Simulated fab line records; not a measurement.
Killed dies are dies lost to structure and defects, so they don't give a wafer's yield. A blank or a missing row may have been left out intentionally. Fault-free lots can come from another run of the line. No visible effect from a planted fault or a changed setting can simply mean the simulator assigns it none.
Which tool was responsible? | flow sky130 | 72 wafers from 24 lots sampled at 4 of the route's 708 steps

WHAT THE GAUGES SHOWED, per wafer
SKY_VT_ADJUST_PCH_TW_MEAS_10.
lot  | measured     | on            | VT_ADJUST_PCH_TW
L074 | day 10 05:33 | film metro-03 | 144.0 143.4 144.4
L075 | day 10 13:24 | film metro-04 | 139.8 140.0 140.2
L076 | day 10 23:19 | film metro-03 | 143.6 143.2 144.2
L077 | day 11 05:41 | film metro-04 | 139.6 139.8 140.6
L078 | day 11 14:36 | film metro-02 | 144.3 143.7 143.7
L079 | day 11 22:23 | film metro-02 | 142.7 143.8 143.3
L080 | day 12 09:16 | film metro-03 | 142.2 143.2 142.7
L081 | day 12 16:45 | film metro-03 | 142.8 142.3 142.9
L082 | day 13 00:26 | film metro-02 | 144.1 144.4 144.1
L083 | day 13 05:56 | film metro-03 | 142.3 142.2 142.2
L084 | day 13 13:32 | film metro-02 | 144.6 145.3 144.2
L085 | day 13 22:36 | film metro-04 | 139.7 139.8 139.8
L086 | day 14 06:36 | film metro-04 | 140.8 140.5 140.1
L087 | day 14 10:51 | film metro-02 | 143.6 142.7 144.0
L088 | day 14 18:03 | film metro-02 | 143.6 142.9 143.2
L089 | day 15 01:45 | film metro-04 | 140.3 140.9 140.3
L090 | day 15 10:18 | film metro-02 | 142.5 142.8 142.9
L091 | day 15 18:53 | film metro-03 | 141.5 141.9 140.5
L092 | day 16 01:46 | film metro-04 | 139.8 139.6 139.6
L093 | day 16 12:24 | film metro-02 | 144.0 144.3 143.6
L094 | day 16 21:27 | film metro-02 | 143.8 143.8 144.5
L095 | day 17 02:17 | film metro-04 | 140.8 140.5 141.8
L096 | day 17 09:19 | film metro-03 | 143.9 143.5 143.2
L097 | day 18 04:38 | film metro-04 | 140.7 140.3 140.5

SKY_SONOS_ONO_CD_MEAS_13: target cd 410 nm.
lot  | measured     | on        | cd nm (nm)
L074 | day 12 11:55 | cd sem-02 | 406.2 405.4 406.3
L075 | day 12 18:51 | cd sem-01 | 408.1 404.7 409.2
L076 | day 13 05:02 | cd sem-02 | 412.1 412.1 412.4
L077 | day 13 09:43 | cd sem-02 | 408.1 408.0 405.9
L078 | day 13 20:32 | cd sem-01 | 411.5 411.2 409.6
L079 | day 14 06:19 | cd sem-01 | 408.5 408.7 407.2
L080 | day 14 16:55 | cd sem-02 | 411.3 408.7 409.1
L081 | day 15 02:06 | cd sem-02 | 409.5 412.3 411.3
L082 | day 15 09:46 | cd sem-01 | 407.6 414.5 409.4
L083 | day 15 20:39 | cd sem-02 | 408.3 411.3 410.2
L084 | day 16 03:30 | cd sem-02 | 411.7 412.6 410.9
L085 | day 16 10:49 | cd sem-01 | 408.1 410.4 410.0
L086 | day 16 20:50 | cd sem-01 | 409.2 410.8 409.4
L087 | day 17 00:07 | cd sem-02 | 411.4 409.4 410.1
L088 | day 17 08:39 | cd sem-02 | 409.4 409.1 409.2
L089 | day 17 16:04 | cd sem-02 | 409.4 408.7 407.9
L090 | day 18 00:28 | cd sem-02 | 405.5 408.3 409.9
L091 | day 18 09:41 | cd sem-02 | 408.8 407.5 407.1
L092 | day 18 19:05 | cd sem-02 | 407.0 407.7 408.0
L093 | day 19 06:46 | cd sem-02 | 411.4 411.2 409.6
L094 | day 19 15:10 | cd sem-01 | 408.3 408.1 407.7
L095 | day 20 08:26 | cd sem-01 | 414.0 411.8 413.2
L096 | day 20 08:35 | cd sem-02 | 409.8 411.2 410.2
L097 | day 20 21:58 | cd sem-01 | 409.1 407.6 407.3

SKY_POLY_GATE_CD_MEAS_22.
lot  | measured     | on        | cd nm (nm)
L074 | day 16 05:53 | cd sem-02 | 146.5 150.0 149.2
L075 | day 16 14:44 | cd sem-01 | 149.7 147.4 148.6
L076 | day 17 07:55 | cd sem-02 | 152.3 149.2 150.9
L077 | day 17 09:07 | cd sem-01 | 151.4 154.9 152.3
L078 | day 17 21:49 | cd sem-02 | 147.5 149.2 149.6
L079 | day 18 12:52 | cd sem-01 | 149.3 149.6 150.9
L080 | day 18 22:06 | cd sem-02 | 152.4 149.4 149.7
L081 | day 19 05:23 | cd sem-02 | 148.5 152.6 150.1
L082 | day 19 12:19 | cd sem-02 | 148.5 149.4 148.7
L083 | day 19 20:23 | cd sem-01 | 150.1 151.8 150.2
L084 | day 20 06:49 | cd sem-01 | 149.9 150.3 147.8
L085 | day 20 18:04 | cd sem-01 | 149.3 151.7 149.1
L086 | day 21 04:10 | cd sem-01 | 149.8 148.8 149.6
L087 | day 21 05:44 | cd sem-01 | 147.7 151.0 149.7
L088 | day 21 20:40 | cd sem-01 | 150.1 151.2 149.1
L089 | day 21 23:40 | cd sem-01 | 150.3 150.1 151.8
L090 | day 22 04:16 | cd sem-01 | 147.1 148.0 148.7
L091 | day 22 20:25 | cd sem-02 | 152.5 149.1 151.3
L092 | day 23 02:05 | cd sem-01 | 149.2 147.5 149.7
L093 | day 23 13:11 | cd sem-02 | 149.8 148.1 150.2
L094 | day 23 19:32 | cd sem-02 | 148.2 149.1 148.0
L095 | day 24 14:30 | cd sem-01 | 147.3 146.8 147.0
L096 | day 24 15:52 | cd sem-02 | 149.8 151.7 149.3
L097 | day 25 01:45 | cd sem-01 | 151.0 150.7 151.4

SKY_METAL3_CD_MEAS_13: target cd 300 nm.
lot  | measured     | on        | cd nm (nm)
L074 | day 38 07:25 | cd sem-01 | 296.7 295.3 298.0
L075 | day 38 16:19 | cd sem-01 | 301.1 301.6 300.8
L076 | day 39 08:38 | cd sem-02 | 299.5 300.5 299.5
L077 | day 39 09:59 | cd sem-01 | 299.3 297.8 298.2
L078 | day 39 18:10 | cd sem-02 | 301.2 300.5 300.5
L079 | day 40 03:40 | cd sem-02 | 302.2 301.5 302.5
L080 | day 40 14:20 | cd sem-01 | 301.1 301.6 300.8
L081 | day 40 20:49 | cd sem-02 | 298.1 297.9 299.8
L082 | day 41 02:22 | cd sem-02 | 299.8 300.4 301.2
L083 | day 41 06:31 | cd sem-02 | 301.2 300.4 300.7
L084 | day 41 16:20 | cd sem-02 | 300.4 300.4 299.4
L085 | day 42 00:10 | cd sem-02 | 300.4 299.8 299.0
L086 | day 42 08:31 | cd sem-02 | 299.9 300.7 300.2
L087 | day 42 09:26 | cd sem-01 | 300.3 299.8 300.8
L088 | day 42 19:44 | cd sem-02 | 298.2 298.1 298.5
L089 | day 42 23:14 | cd sem-02 | 300.9 299.3 301.4
L090 | day 43 04:17 | cd sem-02 | 301.8 299.6 300.8
L091 | day 43 14:31 | cd sem-02 | 300.3 301.7 300.5
L092 | day 43 17:47 | cd sem-01 | 300.5 300.6 301.4
L093 | day 44 03:48 | cd sem-02 | 298.5 297.7 299.7
L094 | day 44 07:48 | cd sem-02 | 301.1 301.2 300.3
L095 | day 44 21:00 | cd sem-02 | 297.5 297.6 298.2
L096 | day 45 00:26 | cd sem-02 | 299.4 301.4 301.3
L097 | day 45 05:44 | cd sem-01 | 300.8 300.0 302.6

WHICH TOOL RAN EACH LOT (tool, then ch and the chambers of the sampled wafers, then the start)
The record shows no process step preceding these readings.

WHAT THE TOOLS THEMSELVES READ (means of the sampled wafers that have a number; where no wafer has one, the mark that the record gives instead)
The record holds no such reading with a usual standard deviation.

THE ANSWER, worked out from the rows above alone
Rule: usual is defined by the lots themselves. Put in order of their means at a reading, lots are off if they are a third of the lots or fewer, leave a main group of 4 or more, and stand apart from it by a gap of 3 or more times the standard deviation of the main group's means; of several such gaps the widest counts. A main group whose means are all the same, to the digits that the tables above print for the reading, isn't used. A lot without any number at a reading at which 4 lots or more have one is off too. The other lots that the step has rows for count as sound. Order of review: gauges by route order, followed by the tools' own readings, for which a lot's mean as printed above is used. At the first step where some lot is off, the reading lying furthest off is the one used; lots without a number count as furthest.
Across all readings shown, no lot is off: no conclusion can be drawn from this.

WHAT THE SIMULATOR HAD INSERTED
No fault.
